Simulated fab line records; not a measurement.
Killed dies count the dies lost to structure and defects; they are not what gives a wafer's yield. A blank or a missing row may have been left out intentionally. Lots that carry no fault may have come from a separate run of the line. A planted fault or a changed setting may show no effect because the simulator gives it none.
The tool behind it: which one? | flow gf180mcu | 10 lots with 29 wafers sampled at 7 steps, on a route of 602 steps

== WHAT THE GAUGES READ, wafer by wafer ==
GF_MIM_RS_MEAS_10: uses a four-point probe to measure. Usual: MIM_ALCU_RS gives 0.1614 ohm/sq (standard deviation 0.0019).
lot  | measured     | on            | MIM_ALCU_RS (ohm/sq)                      | flag
L491 | day 24 17:45 | film-metro-01 | 0.1635 0.1613 0.1630                      |
L494 | day 25 17:35 | film-metro-01 | 0.1625 0.1637 0.1630                      |
L497 | day 26 16:35 | film-metro-01 | 0.1602 0.1576 0.1606                      |
L499 | day 27 06:04 | film-metro-03 | 0.1624 0.1643 0.1671                      |
L498 | day 27 07:34 | film-metro-03 | 0.1618 0.1611 0.1630                      |
L500 | day 27 13:34 | film-metro-01 | 0.1621 0.1600 0.1955 0.1626 0.1604 0.1956 | OFF
L502 | day 28 00:43 | film-metro-01 | 0.1642 0.1906 0.1639 0.1910               | OFF
L511 | day 30 13:56 | film-metro-02 | 0.1594 0.1618 0.1612                      |
L512 | day 30 20:11 | film-metro-01 | 0.1621 0.1607 0.1598                      |
L514 | day 31 09:43 | film-metro-03 | 0.1607 0.1606 0.1595                      |

GF_MIM_THK_MEAS_11: measures by xrf. Usual: MIM_ALCU_THK gives 196.2 nm (standard deviation 2.5).
lot  | measured     | on            | MIM_ALCU_THK (nm)                   | flag
L491 | day 24 17:51 | film-metro-01 | 194.5 197.4 194.6                   |
L494 | day 25 17:43 | film-metro-01 | 195.6 193.5 195.4                   |
L497 | day 26 16:42 | film-metro-01 | 197.6 203.6 198.4                   |
L499 | day 27 06:11 | film-metro-03 | 194.5 193.9 189.2                   |
L498 | day 27 07:41 | film-metro-03 | 195.2 196.2 194.0                   |
L500 | day 27 18:14 | film-metro-01 | 197.5 197.9 162.6 193.5 197.2 163.3 | OFF
L502 | day 28 02:47 | film-metro-03 | 193.5 168.5 193.9 167.9             | OFF
L511 | day 30 14:02 | film-metro-02 | 199.2 195.1 196.8                   |
L512 | day 30 20:19 | film-metro-01 | 195.3 195.5 198.7                   |
L514 | day 31 09:49 | film-metro-03 | 198.1 198.4 199.0                   |

GF_V5_BOW_MEAS_05. Usual: V5_BOW gives 135 um (standard deviation 11).
lot  | measured     | on            | V5_BOW (um) | flag
L491 | day 26 14:19 | film-metro-04 | 139 146 143 |
L494 | day 27 12:07 | film-metro-04 | 142 131 137 |
L497 | day 28 10:46 | film-metro-01 | 142 136 140 |
L499 | day 28 22:23 | film-metro-02 | 134 134 127 |
L498 | day 29 00:43 | film-metro-04 | 138 138 143 |
L500 | day 29 06:08 | film-metro-02 | 155 163 162 |
L502 | day 29 17:26 | film-metro-02 | 138 136     |
L511 | day 32 02:38 | film-metro-04 | 146 131 138 |
L512 | day 32 08:53 | film-metro-01 | 117 134 122 |
L514 | day 32 21:33 | film-metro-01 | 141 145 153 |

== EACH LOT AND THE TOOL THAT RAN IT (in order: tool; ch and the chambers of the sampled wafers; start) ==
lot  | GF_M4_SPUTTER_03             | GF_MIM_SPUTTER_08            | GF_MIM_METAL_ETCH_19              | GF_V5_CVD_02
L491 | pvd-sputter-03, day 22 17:35 | pvd-sputter-03, day 24 17:40 | rie-metal-02 ch 0,1, day 25 15:28 | pecvd-03 ch 0,1,2, day 26 13:49
L494 | pvd-sputter-04, day 23 18:59 | pvd-sputter-03, day 25 17:32 | rie-metal-04 ch 0, day 26 14:20   | pecvd-03 ch 0,1, day 27 11:39
L497 | pvd-sputter-03, day 24 19:26 | pvd-sputter-03, day 26 16:31 | rie-metal-03 ch 0,1, day 27 13:23 | pecvd-03 ch 0,2, day 28 10:17
L499 | pvd-sputter-03, day 25 09:29 | pvd-sputter-03, day 27 06:00 | rie-metal-02 ch 0,1, day 28 01:29 | pecvd-03 ch 1,2, day 28 21:55
L498 | pvd-sputter-01, day 25 11:22 | pvd-sputter-03, day 27 07:31 | rie-metal-03 ch 1, day 28 03:31   | pecvd-03 ch 0,1, day 29 00:15
L500 | pvd-sputter-01, day 25 17:02 | pvd-sputter-03, day 27 13:29 | rie-metal-04 ch 0,1, day 28 08:47 | pecvd-04 ch 0,1,2, day 29 05:40
L502 | pvd-sputter-04, day 26 05:13 | pvd-sputter-03, day 28 00:38 | rie-metal-04 ch 1, day 28 19:58   | pecvd-02 ch 2, day 29 16:56
L511 | pvd-sputter-04, day 28 20:38 | pvd-sputter-03, day 30 13:51 | rie-metal-02 ch 0, day 31 07:31   | pecvd-02 ch 0,2, day 32 02:08
L512 | pvd-sputter-03, day 29 03:20 | pvd-sputter-01, day 30 20:08 | rie-metal-02 ch 0, day 31 14:19   | pecvd-04 ch 0,1, day 32 08:22
L514 | pvd-sputter-01, day 29 17:49 | pvd-sputter-03, day 31 09:37 | rie-metal-03 ch 0,1, day 32 02:41 | pecvd-03 ch 1,2, day 32 21:02
- GF_M4_SPUTTER_03: material Ti, target thk 10 nm, time 6.7 s.
- GF_MIM_SPUTTER_08: material AlCu, target thk 200 nm, time 10.6 s.
- GF_MIM_METAL_ETCH_19: etches the open film in Cl2/BCl3, stops on Si3N4, target depth 324.5 nm, time 54.1 s.
- GF_V5_CVD_02: deposits SiO2 from TEOS, target thk 1450 nm, time 163.28 s.

== AS READ BY THE TOOLS THEMSELVES (means over the sampled wafers that have a number; for cases with no such wafer, the mark the record gives instead) ==
GF_M4_SPUTTER_03. Usual: chamber-pressure-pa 0.3001 Pa, standard deviation 0.00062; throttle-valve-pct 30.0 %, standard deviation 1.2.
lot  | tool           | chamber-pressure-pa (Pa) | throttle-valve-pct (%) | flag
L491 | pvd-sputter-03 | 0.2999                   | 29.8                   |
L494 | pvd-sputter-04 | 0.3003                   | 29.4                   |
L497 | pvd-sputter-03 | 0.3001                   | 31.1                   |
L499 | pvd-sputter-03 | 0.2999                   | 29.6                   |
L498 | pvd-sputter-01 | 0.3004                   | 30.0                   |
L500 | pvd-sputter-01 | 0.3003                   | 30.2                   |
L502 | pvd-sputter-04 | 0.2996                   | 29.7                   |
L511 | pvd-sputter-04 | 0.2995                   | 30.1                   |
L512 | pvd-sputter-03 | 0.2998                   | 30.7                   |
L514 | pvd-sputter-01 | 0.2999                   | 30.3                   |

GF_MIM_SPUTTER_08. Usual: chamber-pressure-pa 0.3999 Pa, standard deviation 0.001; throttle-valve-pct 30.2 %, standard deviation 1.4.
lot  | tool           | chamber-pressure-pa (Pa) | throttle-valve-pct (%) | flag
L491 | pvd-sputter-03 | 0.4009                   | 28.7                   |
L494 | pvd-sputter-03 | 0.3997                   | 30.4                   |
L497 | pvd-sputter-03 | 0.4006                   | 30.9                   |
L499 | pvd-sputter-03 | 0.4003                   | 30.8                   |
L498 | pvd-sputter-03 | 0.3993                   | 29.7                   |
L500 | pvd-sputter-03 | 0.4001                   | 31.0                   |
L502 | pvd-sputter-03 | 0.3985                   | 29.5                   |
L511 | pvd-sputter-03 | 0.3996                   | 30.1                   |
L512 | pvd-sputter-01 | 0.4007                   | 29.9                   |
L514 | pvd-sputter-03 | 0.4003                   | 30.7                   |

GF_MIM_METAL_ETCH_19. Usual: drypump-motor-current-A 5.68 A, standard deviation 0.23; oes-product-au 0.938 a.u., standard deviation 0.0061; throttle-valve-pct 28.288 %, standard deviation 0.0096.
lot  | tool         | drypump-motor-current-A (A) | oes-product-au (a.u.) | throttle-valve-pct (%) | flag
L491 | rie-metal-02 | 5.70                        | 0.936                 | 28.290                 |
L494 | rie-metal-04 | 6.14                        | 0.935                 | 28.282                 |
L497 | rie-metal-03 | 5.55                        | 0.944                 | 28.275                 |
L499 | rie-metal-02 | 5.72                        | 0.934                 | 28.295                 |
L498 | rie-metal-03 | 5.53                        | 0.937                 | 28.292                 |
L500 | rie-metal-04 | 5.67                        | 0.924                 | 28.312                 |
L502 | rie-metal-04 | 5.42                        | 0.912                 | 28.309                 | OFF
L511 | rie-metal-02 | 5.66                        | 0.940                 | 28.290                 |
L512 | rie-metal-02 | 5.66                        | 0.936                 | 28.287                 |
L514 | rie-metal-03 | 5.56                        | 0.937                 | 28.289                 |

GF_V5_CVD_02. Usual: heater-power-w at 653 W, with a standard deviation of 99.
lot  | tool     | heater-power-w (W) | flag
L491 | pecvd-03 | 698                |
L494 | pecvd-03 | 581                |
L497 | pecvd-03 | 703                |
L499 | pecvd-03 | 701                |
L498 | pecvd-03 | 635                |
L500 | pecvd-04 | 609                |
L502 | pecvd-02 | 592                |
L511 | pecvd-02 | 603                |
L512 | pecvd-04 | 600                |
L514 | pecvd-03 | 666                |

== THE ANSWER, worked out from the rows above alone ==
Rule: a lot is off if the mean of its wafers that have a number lies more than 3 standard deviations from the usual mean. Also off: a lot with no number at a reading for which 4 or more lots have one. All remaining lots with rows at the step are treated as sound. Order of review: gauges by route order, followed by the tools' own readings, for which a lot's mean as printed above is used. The first step at which some lot is off is used, and at that step the reading that is off furthest; a lot without a number counts as furthest.
Off: at GF_MIM_RS_MEAS_10 (MIM_ALCU_RS), L500, L502.
A tool fits if, at a process step before that reading, it ran every lot that is off, and no sound lot after the first of them. Those tools and the gauges at GF_MIM_RS_MEAS_10 are tried in the same way. Not one of the candidates tried fits.

== WHAT WAS PUT IN BY THE SIMULATOR ==
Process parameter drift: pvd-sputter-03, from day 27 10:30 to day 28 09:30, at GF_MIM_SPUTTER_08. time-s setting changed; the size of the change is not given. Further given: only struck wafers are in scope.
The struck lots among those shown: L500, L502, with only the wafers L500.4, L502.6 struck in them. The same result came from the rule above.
